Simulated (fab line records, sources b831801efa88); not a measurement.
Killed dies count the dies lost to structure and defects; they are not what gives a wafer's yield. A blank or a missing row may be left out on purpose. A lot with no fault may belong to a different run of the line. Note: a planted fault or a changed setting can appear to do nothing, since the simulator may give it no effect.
Which tool did it? + flow gf180mcu + 7 lots with 21 wafers sampled at 2 steps, on a route of 602 steps

WHAT EACH GAUGE READ, for each wafer
GF_VT_IMPLANT_TW_MEAS_43.
| lot  | measured     | on            | VT_IMPLANT_4_TW |
|------|--------------|---------------|-----------------|
| L445 | day 7 18:17  | film_metro-03 | 692 688 689     |
| L450 | day 9 08:45  | film_metro-04 | 685 684 684     |
| L452 | day 9 18:17  | film_metro-01 | 687 689 688     |
| L454 | day 10 09:42 | film_metro-01 | 686 685 687     |
| L457 | day 11 04:52 | film_metro-03 | 694 695 691     |
| L463 | day 12 20:44 | film_metro-04 | 548 549 548     |
| L467 | day 13 22:49 | film_metro-03 | 688 692 691     |

TOOL THAT RAN EACH LOT (tool first, then ch and the chambers of the sampled wafers, then the start)
| lot  | GF_VT_IMPLANT_IMPLANT_41        |
|------|---------------------------------|
| L445 | implanter-04 ch 0, day 7 18:02  |
| L450 | implanter-04 ch 0, day 9 08:31  |
| L452 | implanter-02 ch 0, day 9 18:02  |
| L454 | implanter-02 ch 0, day 10 09:27 |
| L457 | implanter-04 ch 0, day 11 04:38 |
| L463 | implanter-03 ch 0, day 12 20:31 |
| L467 | implanter-02 ch 0, day 13 22:34 |
- GF_VT_IMPLANT_IMPLANT_41

THE ANSWER, worked out from the rows above alone
Rule: the lots themselves supply what counts as usual. The widest of any qualifying gaps counts: lots, ordered by their means at a reading, are off when they make up no more than a third of the lots, leave a main group of 4 or more, and stand apart from it by 3 or more times the standard deviation of that group's means. The tables above print the reading to a certain number of digits; a main group whose means all agree to those digits is not used. Also off: a lot with no number at a reading for which 4 or more lots have one. All remaining lots with rows at the step are treated as sound.
Off: L463, at GF_VT_IMPLANT_TW_MEAS_43 (VT_IMPLANT_4_TW). The main group has a mean of 689 with a standard deviation of 2.9.
If a tool, at a process step before that reading, ran all the lots that are off and no sound lot after the first of them, it fits. The gauges at GF_VT_IMPLANT_TW_MEAS_43 are tried like those tools. Can't be told from this: 2 tools fit, implanter-03 at GF_VT_IMPLANT_IMPLANT_41, film_metro-04 at GF_VT_IMPLANT_TW_MEAS_43.

WHAT THE SIMULATOR HAD PUT IN
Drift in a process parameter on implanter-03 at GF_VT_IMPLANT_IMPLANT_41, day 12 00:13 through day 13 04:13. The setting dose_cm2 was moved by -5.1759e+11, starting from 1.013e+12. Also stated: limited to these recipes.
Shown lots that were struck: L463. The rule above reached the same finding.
